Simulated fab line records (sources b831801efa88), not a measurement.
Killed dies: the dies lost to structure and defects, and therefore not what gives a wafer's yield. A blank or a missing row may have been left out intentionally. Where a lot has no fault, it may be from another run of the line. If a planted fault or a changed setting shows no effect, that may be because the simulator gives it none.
Which tool is to blame? | flow gf180mcu | Sampling: 10 lots, 30 wafers, 5 of 602 route steps

== WHAT THE GAUGES SHOWED, per wafer ==
GF_MVPSD_TW_MEAS_11.
lot  | measured     | on           | MVPSD_TW
L897 | day 5 21:16  | filmMetro-03 | 556.9 555.2 556.3
L898 | day 6 01:40  | filmMetro-04 | 562.9 560.7 559.7
L899 | day 6 05:53  | filmMetro-03 | 558.1 556.7 557.8
L900 | day 6 10:10  | filmMetro-04 | 560.4 557.7 555.8
L908 | day 8 10:59  | filmMetro-01 | 560.0 562.0 563.3
L909 | day 8 17:13  | filmMetro-03 | 556.3 558.1 556.4
L912 | day 9 21:04  | filmMetro-01 | 560.3 559.3 560.7
L913 | day 10 07:36 | filmMetro-03 | 556.7 559.5 559.4
L915 | day 10 07:57 | filmMetro-01 | 560.9 560.8 558.2
L916 | day 10 22:18 | filmMetro-03 | 558.5 552.9 558.5

GF_VT_IMPLANT_TW_MEAS_21.
lot  | measured     | on           | VT_IMPLANT_2_TW
L897 | day 7 02:31  | filmMetro-01 | 30 30 30
L898 | day 7 07:28  | filmMetro-01 | 30 30 31
L899 | day 7 12:34  | filmMetro-02 | 30 30 30
L900 | day 7 16:57  | filmMetro-02 | 1235 1230 1235
L908 | day 10 03:34 | filmMetro-01 | 1224 1233 1229
L909 | day 10 05:01 | filmMetro-03 | 1230 1224 1220
L912 | day 11 08:27 | filmMetro-03 | 1219 1222 1223
L913 | day 11 19:42 | filmMetro-01 | 1220 1221 1223
L915 | day 11 21:07 | filmMetro-01 | 1221 1221 1231
L916 | day 12 11:51 | filmMetro-03 | 1224 1226 1226

== WHAT TOOL EACH LOT RAN ON (gives the tool, then ch and the chambers of the sampled wafers, and finally the start) ==
lot  | GF_STI_ETCH_13                   | GF_VT_IMPLANT_STRIP_09              | GF_VT_IMPLANT_STRIP_20
L897 | rieDiel-03 ch 0,1,3, day 2 19:27 | plasmaAsher-01 ch 0,1, day 6 11:07  | plasmaAsher-03 ch 1, day 7 02:25
L898 | rieDiel-02 ch 0,1,3, day 2 22:23 | plasmaAsher-04 ch 0,1, day 6 15:46  | plasmaAsher-01 ch 0,1, day 7 07:21
L899 | rieDiel-02 ch 0,1, day 3 03:30   | plasmaAsher-01 ch 0,1, day 6 20:38  | plasmaAsher-03 ch 0,1, day 7 12:29
L900 | rieDiel-03 ch 0,1, day 3 07:41   | plasmaAsher-01 ch 0,1, day 7 01:10  | plasmaAsher-03 ch 0,1, day 7 16:51
L908 | rieDiel-02 ch 1,2,3, day 5 01:44 | plasmaAsher-01 ch 0,1, day 9 04:06  | plasmaAsher-04 ch 0,1, day 10 03:27
L909 | rieDiel-02 ch 0,2, day 5 06:35   | plasmaAsher-04 ch 0,1, day 9 10:12  | plasmaAsher-01 ch 0,1, day 10 04:55
L912 | rieDiel-04 ch 2,3, day 5 21:53   | plasmaAsher-03 ch 0,1, day 10 13:40 | plasmaAsher-03 ch 0,1, day 11 08:21
L913 | rieDiel-03 ch 0,3, day 6 02:38   | plasmaAsher-04 ch 0,1, day 11 01:43 | plasmaAsher-01 ch 0,1, day 11 19:36
L915 | rieDiel-04 ch 0,1,2, day 6 16:23 | plasmaAsher-04 ch 0,1, day 11 02:10 | plasmaAsher-01 ch 0,1, day 11 21:01
L916 | rieDiel-04 ch 0,1,3, day 6 22:26 | plasmaAsher-03 ch 0,1, day 11 16:12 | plasmaAsher-01 ch 0,1, day 12 11:45
- GF_STI_ETCH_13: etches the open film in CHF3/O2, stops on Si, target depth 282.31 nm, time 111.3 s.
- GF_VT_IMPLANT_STRIP_09: strips in O2/N2.
- GF_VT_IMPLANT_STRIP_20: strips in O2/N2.

== AS READ BY THE TOOLS THEMSELVES (means over the sampled wafers that have a number; for cases with no such wafer, the mark the record gives instead) ==
GF_STI_ETCH_13.
lot  | tool       | O2_flow_sccm (sccm) | biasW (W) | drypumpMotorCurrentA (A) | oesProductAu (a.u.) | throttleValvePct (%)
L897 | rieDiel-03 | 5.007               | 199.9     | 6.1                      | 0.835               | 8.807
L898 | rieDiel-02 | 4.998               | 200.2     | 5.6                      | 0.843               | 8.817
L899 | rieDiel-02 | 5.015               | 200.9     | 5.9                      | 0.843               | 8.818
L900 | rieDiel-03 | 4.997               | 200.2     | 6.0                      | 0.832               | 8.803
L908 | rieDiel-02 | 4.987               | 200.0     | 5.2                      | 0.837               | 8.807
L909 | rieDiel-02 | 5.004               | 199.4     | 5.5                      | 0.841               | 8.809
L912 | rieDiel-04 | 5.000               | 200.2     | 5.9                      | 0.840               | 8.813
L913 | rieDiel-03 | 5.009               | 199.9     | 6.2                      | 0.830               | 8.810
L915 | rieDiel-04 | 4.981               | 200.0     | 6.0                      | 0.836               | 8.811
L916 | rieDiel-04 | 5.012               | 199.7     | 6.0                      | 0.845               | 8.811

GF_VT_IMPLANT_STRIP_09.
lot  | tool           | chamberPressureMTorr (mTorr) | drypumpMotorCurrentA (A) | heaterPowerW (W) | oesProductAu (a.u.) | stripTimeToEndpointS (s)
L897 | plasmaAsher-01 | -                            | -                        | -                | -                   | -
L898 | plasmaAsher-04 | -                            | -                        | -                | -                   | -
L899 | plasmaAsher-01 | -                            | -                        | -                | -                   | -
L900 | plasmaAsher-01 | 1498.8                       | 6.46                     | 347              | 0.715               | 12.59
L908 | plasmaAsher-01 | 1501.8                       | 6.38                     | 350              | 0.715               | 12.67
L909 | plasmaAsher-04 | 1498.6                       | 6.34                     | 335              | 0.720               | 12.65
L912 | plasmaAsher-03 | 1499.3                       | 5.70                     | 336              | 0.719               | 12.65
L913 | plasmaAsher-04 | 1499.6                       | 6.27                     | 332              | 0.713               | 12.65
L915 | plasmaAsher-04 | 1500.1                       | 6.32                     | 341              | 0.719               | 12.60
L916 | plasmaAsher-03 | 1500.0                       | 5.72                     | 335              | 0.718               | 12.63

GF_VT_IMPLANT_STRIP_20.
lot  | tool           | chamberPressureMTorr (mTorr) | drypumpMotorCurrentA (A) | heaterPowerW (W) | oesProductAu (a.u.) | stripTimeToEndpointS (s)
L897 | plasmaAsher-03 | 1500                         | 5.7                      | 319              | 0.723               | 27.56
L898 | plasmaAsher-01 | 1502                         | 6.4                      | 342              | 0.718               | 27.62
L899 | plasmaAsher-03 | 1500                         | 5.7                      | 333              | 0.715               | 27.53
L900 | plasmaAsher-03 | 1499                         | 5.7                      | 328              | 0.714               | 12.65
L908 | plasmaAsher-04 | 1501                         | 6.3                      | 331              | 0.717               | 12.59
L909 | plasmaAsher-01 | 1500                         | 6.4                      | 345              | 0.718               | 12.67
L912 | plasmaAsher-03 | 1500                         | 5.6                      | 327              | 0.719               | 12.63
L913 | plasmaAsher-01 | 1480                         | 6.4                      | 339              | 0.718               | 12.61
L915 | plasmaAsher-01 | 1500                         | 6.5                      | 347              | 0.715               | 12.61
L916 | plasmaAsher-01 | 1501                         | 6.5                      | 353              | 0.719               | 12.59

== THE ANSWER, worked out from the rows above alone ==
Rule: the usual values come from the lots themselves. The widest of any qualifying gaps counts: lots, ordered by their means at a reading, are off when they make up no more than a third of the lots, leave a main group of 4 or more, and stand apart from it by 3 or more times the standard deviation of that group's means. The tables above print the reading to a certain number of digits; a main group whose means all agree to those digits is not used. A lot without any number at a reading at which 4 lots or more have one is off too. All remaining lots with rows at the step are treated as sound. First the gauges in route order, then the tools' own readings, where a lot's mean is used as printed above. At the first step where some lot is off, the reading lying furthest off is the one used; lots without a number count as furthest.
Off: L897, L898, L899, seen at GF_VT_IMPLANT_TW_MEAS_21 (VT_IMPLANT_2_TW). The main group: mean 1226, standard deviation 3.9.
A tool fits if, at a process step before that reading, it ran every lot that is off, and no sound lot after the first of them. The gauges at GF_VT_IMPLANT_TW_MEAS_21 aren't tried: what is off there is off at GF_VT_IMPLANT_STRIP_09 too, on other tools, and a gauge's error can't cause that. None of those tried fits.

== WHAT THE SIMULATOR PUT IN ==
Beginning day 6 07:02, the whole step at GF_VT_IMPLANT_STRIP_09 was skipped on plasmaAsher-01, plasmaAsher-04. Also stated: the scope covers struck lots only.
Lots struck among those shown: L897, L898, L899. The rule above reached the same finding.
